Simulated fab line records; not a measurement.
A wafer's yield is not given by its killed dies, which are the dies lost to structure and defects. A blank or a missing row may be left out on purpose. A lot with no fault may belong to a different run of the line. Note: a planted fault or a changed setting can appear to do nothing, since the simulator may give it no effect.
Which tool did it? ; flow sky130 ; 13 lots, 39 wafers sampled, at 5 steps of a route of 708

## WHAT EACH GAUGE READ, for each wafer
SKY_POLY_CUT_CD_MEAS_08 targets a cd of 270 nm.
lot;measured;on;cd_nm (nm)
L493;day 24 10:30;cd_sem-01;270.9 269.5 271.4
L495;day 25 02:50;cd_sem-02;270.3 270.8 269.4
L496;day 25 11:02;cd_sem-01;271.3 270.4 270.4
L506;day 29 23:54;cd_sem-02;268.5 268.7 268.7
L505;day 29 23:56;cd_sem-01;268.7 268.8 269.4
L507;day 30 03:05;cd_sem-02;271.7 271.1 272.8
L509;day 30 15:56;cd_sem-02;271.7 273.6 270.9
L510;day 30 18:08;cd_sem-02;268.5 268.6 270.0
L511;day 31 02:44;cd_sem-02;268.4 267.8 269.6
L512;day 31 05:00;cd_sem-01;272.0 270.8 269.6
L513;day 31 08:04;cd_sem-01;270.0 270.8 270.7
L514;day 31 18:56;cd_sem-02;270.4 269.1 269.3
L515;day 32 02:08;cd_sem-02;267.2 268.7 269.9

SKY_SD_P_CD_MEAS_07 targets a cd of 380 nm.
lot;measured;on;cd_nm (nm)
L493;day 25 16:33;cd_sem-02;381.2 382.2 380.7
L495;day 26 07:24;cd_sem-01;380.2 378.5 380.3
L496;day 26 16:56;cd_sem-02;403.2 403.0 401.0
L506;day 31 03:52;cd_sem-02;380.5 379.8 379.8
L505;day 31 04:11;cd_sem-02;380.8 382.2 378.6
L507;day 31 06:48;cd_sem-02;379.9 380.2 377.8
L509;day 31 19:50;cd_sem-01;381.5 381.7 382.1
L510;day 31 22:14;cd_sem-02;378.8 379.0 379.0
L511;day 32 06:41;cd_sem-01;378.7 379.2 379.1
L512;day 32 08:15;cd_sem-01;377.2 375.1 376.4
L513;day 32 11:40;cd_sem-01;374.5 375.9 373.6
L514;day 32 22:27;cd_sem-02;377.4 377.7 377.0
L515;day 33 05:32;cd_sem-01;376.7 373.8 373.8

SKY_SD_N_TW_MEAS_12.
lot;measured;on;SD_N_TW
L493;day 28 03:12;film_metro-02;3964 3983 3981
L495;day 28 17:41;film_metro-04;4030 4018 4003
L496;day 29 03:28;film_metro-02;3988 4002 4006
L506;day 33 11:48;film_metro-04;4022 4047 4019
L505;day 33 12:07;film_metro-02;3920 3936 3925
L507;day 33 13:56;film_metro-01;3946 3943 3934
L509;day 34 03:33;film_metro-04;4020 3993 4017
L510;day 34 05:09;film_metro-01;3939 3904 3927
L511;day 34 12:48;film_metro-04;4031 4009 3995
L512;day 34 14:32;film_metro-02;3969 3963 3959
L513;day 34 18:10;film_metro-02;3948 3954 3943
L514;day 35 04:27;film_metro-01;3982 3986 3978
L515;day 35 11:34;film_metro-01;3994 3966 3956

## TOOL THAT RAN EACH LOT (tool first, then ch and the chambers of the sampled wafers, then the start)
lot;SKY_POLY_CUT_ETCH_11;SKY_SD_P_EXPOSE_04
L493;rie_diel-04 ch 0,3, day 24 10:40;iline_stepper-01 ch 0, day 25 01:52
L495;rie_diel-03 ch 0,2, day 25 03:02;iline_stepper-01 ch 0, day 25 17:35
L496;rie_diel-04 ch 2,3, day 25 11:13;iline_stepper-02 ch 0, day 26 02:52
L506;rie_diel-04 ch 1,2, day 30 00:04;iline_stepper-02 ch 0, day 30 13:49
L505;rie_diel-02 ch 1,2,3, day 30 00:05;iline_stepper-02 ch 0, day 30 14:10
L507;rie_diel-04 ch 0,2, day 30 03:16;iline_stepper-01 ch 0, day 30 17:25
L509;rie_diel-04 ch 0,1,2, day 30 16:07;iline_stepper-01 ch 0, day 31 06:16
L510;rie_diel-04 ch 0,2, day 30 18:20;iline_stepper-01 ch 0, day 31 08:20
L511;rie_diel-03 ch 0,1,3, day 31 02:56;iline_stepper-02 ch 0, day 31 17:02
L512;rie_diel-03 ch 0,1, day 31 05:08;iline_stepper-01 ch 0, day 31 19:04
L513;rie_diel-02 ch 0,3, day 31 08:14;iline_stepper-02 ch 0, day 31 22:20
L514;rie_diel-02 ch 1,2, day 31 19:07;iline_stepper-02 ch 0, day 32 08:47
L515;rie_diel-03 ch 0,1,3, day 32 02:17;iline_stepper-01 ch 0, day 32 16:04
- SKY_POLY_CUT_ETCH_11: etches Si3N4 in CF4/CH2F2/Ar, stops on poly-Si, time 42.5 s, target depth 60 nm.
- SKY_SD_P_EXPOSE_04: exposes mask PSDM, target cd 380 nm.

## AS READ BY THE TOOLS THEMSELVES (means over the sampled wafers that have a number; for cases with no such wafer, the mark the record gives instead)
SKY_POLY_CUT_ETCH_11.
lot;tool;drypump_motor_current_A (A);oes_product_au (a.u.);throttle_valve_pct (%)
L493;rie_diel-04;6.3;0.821;14.994
L495;rie_diel-03;5.6;0.836;14.992
L496;rie_diel-04;5.5;0.829;14.994
L506;rie_diel-04;5.0;0.829;14.989
L505;rie_diel-02;5.6;0.827;14.999
L507;rie_diel-04;5.5;0.827;15.003
L509;rie_diel-04;5.6;0.835;15.006
L510;rie_diel-04;6.0;0.832;14.999
L511;rie_diel-03;5.8;0.829;14.989
L512;rie_diel-03;5.9;0.839;14.998
L513;rie_diel-02;5.8;0.833;14.996
L514;rie_diel-02;5.9;0.820;15.003
L515;rie_diel-03;5.8;0.832;14.994

## THE ANSWER, worked out from the rows above alone
Rule: usual is defined by the lots themselves. The widest of any qualifying gaps counts: lots, ordered by their means at a reading, are off when they make up no more than a third of the lots, leave a main group of 4 or more, and stand apart from it by 3 or more times the standard deviation of that group's means. A main group whose means are all the same, to the digits that the tables above print for the reading, isn't used. A lot without any number at a reading at which 4 lots or more have one is off too. Any other lot the step has rows for is counted as sound. Order of review: gauges by route order, followed by the tools' own readings, for which a lot's mean as printed above is used. The first step at which some lot is off is used, and at that step the reading that is off furthest; a lot without a number counts as furthest.
Off, at SKY_SD_P_CD_MEAS_07 on cd_nm: L496. Main group: mean 378.6 nm, sd 2.3.
If a tool, at a process step before that reading, ran all the lots that are off and no sound lot after the first of them, it fits. Those tools and the gauges at SKY_SD_P_CD_MEAS_07 are tried in the same way. Of those tried, none fits.

## WHAT THE SIMULATOR HAD PUT IN
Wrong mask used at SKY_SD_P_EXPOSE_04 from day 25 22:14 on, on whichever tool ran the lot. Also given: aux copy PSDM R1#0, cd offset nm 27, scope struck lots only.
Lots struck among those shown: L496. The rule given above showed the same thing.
